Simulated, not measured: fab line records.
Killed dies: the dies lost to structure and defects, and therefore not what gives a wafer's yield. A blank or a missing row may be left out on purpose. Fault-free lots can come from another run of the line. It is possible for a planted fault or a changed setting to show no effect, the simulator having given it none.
The tool behind it: which one? + flow sky130 + 14 lots, 42 wafers sampled, at 1 step of a route of 708

WHAT THE GAUGES SHOWED, per wafer
SKY_FIELD_ISO_THK_MEAS_04.
| lot  | measured    | on            | FIELD_ISO_CVD_03_THK (nm) |
|------|-------------|---------------|---------------------------|
| L176 | day 1 14:08 | film metro-03 | 167.2 167.4 166.8         |
| L177 | day 1 18:49 | film metro-03 | 165.5 166.4 166.9         |
| L179 | day 2 05:21 | film metro-03 | 166.5 166.9 166.8         |
| L180 | day 2 09:40 | film metro-04 | 167.0 166.8 166.9         |
| L181 | day 3 09:47 | film metro-03 | 166.8 165.2 166.7         |
| L184 | day 3 09:51 | film metro-03 | 164.9 164.9 165.0         |
| L187 | day 3 23:07 | film metro-01 | 166.2 164.5 164.9         |
| L190 | day 4 13:37 | film metro-03 | 165.7 164.5 165.0         |
| L191 | day 4 19:02 | film metro-03 | 166.4 167.0 167.5         |
| L193 | day 5 02:39 | film metro-04 | 166.0 166.4 165.9         |
| L195 | day 5 14:38 | film metro-01 | 164.0 162.6 164.0         |
| L196 | day 5 21:56 | film metro-03 | 168.2 168.5 169.1         |
| L198 | day 6 07:20 | film metro-03 | 167.9 166.9 165.5         |
| L199 | day 6 14:37 | film metro-04 | 165.8 164.7 165.4         |

EACH LOT AND THE TOOL THAT RAN IT (in order: tool; ch and the chambers of the sampled wafers; start)
Before these readings, the record contains no process step.

AS READ BY THE TOOLS THEMSELVES (means over the sampled wafers that have a number; for cases with no such wafer, the mark the record gives instead)
The record holds no such reading with a usual standard deviation.

THE ANSWER, worked out from the rows above alone
Rule: usual is defined by the lots themselves. The widest of any qualifying gaps counts: lots, ordered by their means at a reading, are off when they make up no more than a third of the lots, leave a main group of 4 or more, and stand apart from it by 3 or more times the standard deviation of that group's means. A main group whose means are all the same, to the digits that the tables above print for the reading, isn't used. A lot without any number at a reading at which 4 lots or more have one is off too. All remaining lots with rows at the step are treated as sound. First the gauges in route order, then the tools' own readings, where a lot's mean is used as printed above. The first step at which some lot is off is used, and at that step the reading that is off furthest; a lot without a number counts as furthest.
None of the lots is off at any reading shown; this tells nothing.

WHAT HAD BEEN PUT IN BY THE SIMULATOR
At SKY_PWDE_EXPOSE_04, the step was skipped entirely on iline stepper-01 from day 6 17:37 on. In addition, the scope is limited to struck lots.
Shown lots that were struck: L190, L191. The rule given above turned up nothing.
